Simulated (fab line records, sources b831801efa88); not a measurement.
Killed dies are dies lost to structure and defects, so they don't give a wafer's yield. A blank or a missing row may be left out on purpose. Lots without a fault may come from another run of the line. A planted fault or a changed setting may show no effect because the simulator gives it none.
Which tool did it? | flow gf180mcu | 24 lots, 72 wafers sampled, at 4 steps of a route of 602

WHAT THE GAUGES READ, wafer by wafer
GF_VT_IMPLANT_OVL_MEAS_07. Usual: VT_IMPLANT_OVL 0.2 nm, standard deviation 1.4.
lot  | measured     | on         | VT_IMPLANT_OVL (nm) | flag
L074 | day 5 14:37  | overlay-01 | -1.7 -0.3 -0.4      |
L075 | day 5 21:32  | overlay-01 | -1.9 -0.9 0.6       |
L076 | day 6 01:44  | overlay-02 | 0.3 1.1 0.7         |
L077 | day 6 10:07  | overlay-02 | 1.2 1.9 1.9         |
L078 | day 6 16:21  | overlay-01 | -2.1 1.4 -0.7       |
L079 | day 6 21:59  | overlay-02 | -0.4 -1.4 -0.5      |
L080 | day 7 06:16  | overlay-02 | 0.1 2.3 2.0         |
L081 | day 7 09:41  | overlay-01 | 0.3 1.0 1.5         |
L082 | day 7 17:12  | overlay-02 | -1.0 0.4 -0.7       |
L083 | day 7 21:51  | overlay-01 | -0.7 -1.4 0.8       |
L084 | day 8 03:45  | overlay-02 | 1.5 -0.3 4.5        |
L085 | day 8 12:43  | overlay-01 | -1.2 0.0 0.3        |
L086 | day 8 15:54  | overlay-01 | 3.9 1.7 0.6         |
L087 | day 8 21:41  | overlay-01 | 0.9 -0.5 -0.6       |
L088 | day 9 03:26  | overlay-01 | -2.3 -0.3 -1.5      |
L089 | day 9 12:39  | overlay-01 | 1.5 -2.2 0.3        |
L090 | day 9 17:18  | overlay-02 | 0.1 0.9 3.4         |
L091 | day 9 22:22  | overlay-01 | 0.0 -0.6 -0.1       |
L092 | day 10 07:59 | overlay-02 | -0.6 -1.2 -0.8      |
L093 | day 10 13:40 | overlay-01 | -0.9 -1.1 0.5       |
L094 | day 10 18:34 | overlay-01 | 1.3 -0.8 0.3        |
L095 | day 11 04:05 | overlay-02 | 1.1 1.8 0.4         |
L096 | day 11 06:26 | overlay-01 | -0.4 -0.5 -0.6      |
L097 | day 11 14:32 | overlay-01 | 1.8 0.4 2.0         |

GF_V2_THK_MEAS_01. Usual: V2_CVD_00_THK 601 nm, standard deviation 5.9.
lot  | measured     | on            | V2_CVD_00_THK (nm) | flag
L074 | day 19 03:56 | film_metro-04 | 595 603 598        |
L075 | day 19 10:35 | film_metro-02 | 604 606 604        |
L076 | day 19 23:37 | film_metro-03 | 610 600 602        |
L077 | day 20 10:54 | film_metro-04 | 600 599 605        |
L078 | day 21 00:14 | film_metro-04 | 596 601 597        |
L079 | day 21 03:58 | film_metro-03 | 598 605 597        |
L080 | day 21 15:16 | film_metro-02 | 602 598 597        |
L081 | day 22 04:21 | film_metro-02 | 603 598 599        |
L082 | day 22 07:11 | film_metro-02 | 598 600 604        |
L083 | day 22 12:30 | film_metro-04 | 599 596 602        |
L084 | day 22 21:16 | film_metro-03 | 604 596 609        |
L085 | day 23 10:20 | film_metro-02 | 606 608 607        |
L086 | day 23 16:47 | film_metro-04 | 597 593 602        |
L087 | day 24 00:41 | film_metro-03 | 603 600 599        |
L088 | day 24 07:13 | film_metro-03 | 600 598 598        |
L089 | day 24 20:49 | film_metro-02 | 604 596 601        |
L090 | day 25 01:12 | film_metro-04 | 609 604 605        |
L091 | day 25 09:16 | film_metro-04 | 612 616 607        |
L092 | day 25 17:23 | film_metro-04 | 594 587 595        |
L093 | day 25 21:43 | film_metro-04 | 596 603 591        |
L094 | day 26 08:35 | film_metro-04 | 598 592 595        |
L095 | day 26 17:29 | film_metro-02 | 597 598 591        |
L096 | day 26 23:17 | film_metro-02 | 601 598 593        |
L097 | day 27 08:29 | film_metro-04 | 604 605 606        |

GF_V2_CD_MEAS_14: target cd 260 nm. Usual: cd_nm 260.0 nm, standard deviation 1.1.
lot  | measured     | on        | cd_nm (nm)        | flag
L074 | day 20 04:51 | cd_sem-01 | 261.1 260.5 260.8 |
L075 | day 20 11:26 | cd_sem-01 | 260.1 259.1 260.0 |
L076 | day 21 00:08 | cd_sem-01 | 258.8 258.4 258.4 |
L077 | day 21 11:18 | cd_sem-02 | 258.3 258.4 258.2 |
L078 | day 21 23:58 | cd_sem-02 | 260.8 260.9 260.2 |
L079 | day 22 04:13 | cd_sem-02 | 258.1 258.8 258.8 |
L080 | day 22 15:11 | cd_sem-01 | 260.6 260.1 259.9 |
L081 | day 23 04:14 | cd_sem-02 | 258.9 259.7 260.4 |
L082 | day 23 07:23 | cd_sem-02 | 260.0 260.2 260.9 |
L083 | day 23 12:27 | cd_sem-02 | 259.0 260.1 260.0 |
L084 | day 23 20:52 | cd_sem-02 | 262.0 260.7 262.2 |
L085 | day 24 09:41 | cd_sem-02 | 260.6 259.5 259.7 |
L086 | day 24 15:26 | cd_sem-02 | 260.6 258.8 261.2 |
L087 | day 24 23:44 | cd_sem-02 | 258.7 258.3 258.6 |
L088 | day 25 06:29 | cd_sem-02 | 261.0 260.5 260.1 |
L089 | day 25 18:44 | cd_sem-02 | 261.6 260.2 262.1 |
L090 | day 25 23:20 | cd_sem-02 | 258.7 259.1 258.8 |
L091 | day 26 07:17 | cd_sem-02 | 260.0 262.1 261.0 |
L092 | day 26 14:53 | cd_sem-02 | 263.0 261.3 260.5 |
L093 | day 26 19:13 | cd_sem-02 | 260.1 260.7 260.2 |
L094 | day 27 05:44 | cd_sem-02 | 260.6 260.2 260.3 |
L095 | day 27 13:46 | cd_sem-02 | 261.3 260.4 260.8 |
L096 | day 27 20:14 | cd_sem-02 | 258.4 260.1 259.5 |
L097 | day 28 04:59 | cd_sem-02 | 258.3 260.3 259.0 |

WHICH TOOL RAN EACH LOT (tool, then ch and the chambers of the sampled wafers, then the start)
lot  | GF_M2_SPUTTER_04
L074 | pvd_sputter-04, day 18 03:11
L075 | pvd_sputter-02, day 18 09:29
L076 | pvd_sputter-04, day 18 21:59
L077 | pvd_sputter-04, day 19 09:40
L078 | pvd_sputter-02, day 19 23:26
L079 | pvd_sputter-02, day 20 03:37
L080 | pvd_sputter-04, day 20 14:17
L081 | pvd_sputter-02, day 21 04:16
L082 | pvd_sputter-02, day 21 06:52
L083 | pvd_sputter-04, day 21 12:36
L084 | pvd_sputter-02, day 21 21:41
L085 | pvd_sputter-03, day 22 10:22
L086 | pvd_sputter-04, day 22 16:41
L087 | pvd_sputter-02, day 23 00:35
L088 | pvd_sputter-03, day 23 07:11
L089 | pvd_sputter-02, day 23 21:38
L090 | pvd_sputter-02, day 24 02:02
L091 | pvd_sputter-04, day 24 10:59
L092 | pvd_sputter-04, day 24 18:46
L093 | pvd_sputter-03, day 24 22:48
L094 | pvd_sputter-02, day 25 10:17
L095 | pvd_sputter-04, day 25 19:35
L096 | pvd_sputter-02, day 26 01:58
L097 | pvd_sputter-03, day 26 10:44
- GF_M2_SPUTTER_04: material TiN, target thk 50 nm, time 41.7 s.

WHAT THE TOOLS THEMSELVES READ (means of the sampled wafers that have a number; where no wafer has one, the mark that the record gives instead)
GF_M2_SPUTTER_04. Usual: cathode_dc_power_W 6499.8 W, standard deviation 1.2; throttle_valve_pct 30.4 %, standard deviation 0.85.
lot  | tool           | cathode_dc_power_W (W) | throttle_valve_pct (%) | flag
L074 | pvd_sputter-04 | 6499.8                 | 30.0                   |
L075 | pvd_sputter-02 | 6499.6                 | 30.3                   |
L076 | pvd_sputter-04 | 6500.0                 | 30.3                   |
L077 | pvd_sputter-04 | 6500.2                 | 30.9                   |
L078 | pvd_sputter-02 | 6499.9                 | 31.1                   |
L079 | pvd_sputter-02 | 6499.9                 | 30.4                   |
L080 | pvd_sputter-04 | 6501.2                 | 30.7                   |
L081 | pvd_sputter-02 | 6500.4                 | 29.9                   |
L082 | pvd_sputter-02 | 6498.8                 | 30.7                   |
L083 | pvd_sputter-04 | 6499.7                 | 30.1                   |
L084 | pvd_sputter-02 | 6499.9                 | 29.9                   |
L085 | pvd_sputter-03 | 6499.8                 | 29.7                   |
L086 | pvd_sputter-04 | 6500.4                 | 31.0                   |
L087 | pvd_sputter-02 | 6499.6                 | 30.2                   |
L088 | pvd_sputter-03 | 6499.7                 | 29.9                   |
L089 | pvd_sputter-02 | 6497.8                 | 31.0                   |
L090 | pvd_sputter-02 | 6499.8                 | 31.2                   |
L091 | pvd_sputter-04 | 6501.1                 | 30.7                   |
L092 | pvd_sputter-04 | 6500.1                 | 30.2                   |
L093 | pvd_sputter-03 | 6500.4                 | 29.6                   |
L094 | pvd_sputter-02 | 6499.4                 | 30.2                   |
L095 | pvd_sputter-04 | 6499.7                 | 30.6                   |
L096 | pvd_sputter-02 | 6500.2                 | 30.8                   |
L097 | pvd_sputter-03 | 6500.3                 | 30.8                   |

THE ANSWER, worked out from the rows above alone
Rule: a lot is off if the mean of its wafers that have a number lies more than 3 standard deviations from the usual mean. A lot without any number at a reading at which 4 lots or more have one is off too. The other lots that the step has rows for count as sound. The gauges are gone through in route order, then the tools' own readings, and for those a lot's mean is taken as printed above. The first step at which some lot is off is used, and at that step the reading that is off furthest; a lot without a number counts as furthest.
No lot is off at any reading shown: from this, nothing can be told.

WHAT THE SIMULATOR HAD PUT IN
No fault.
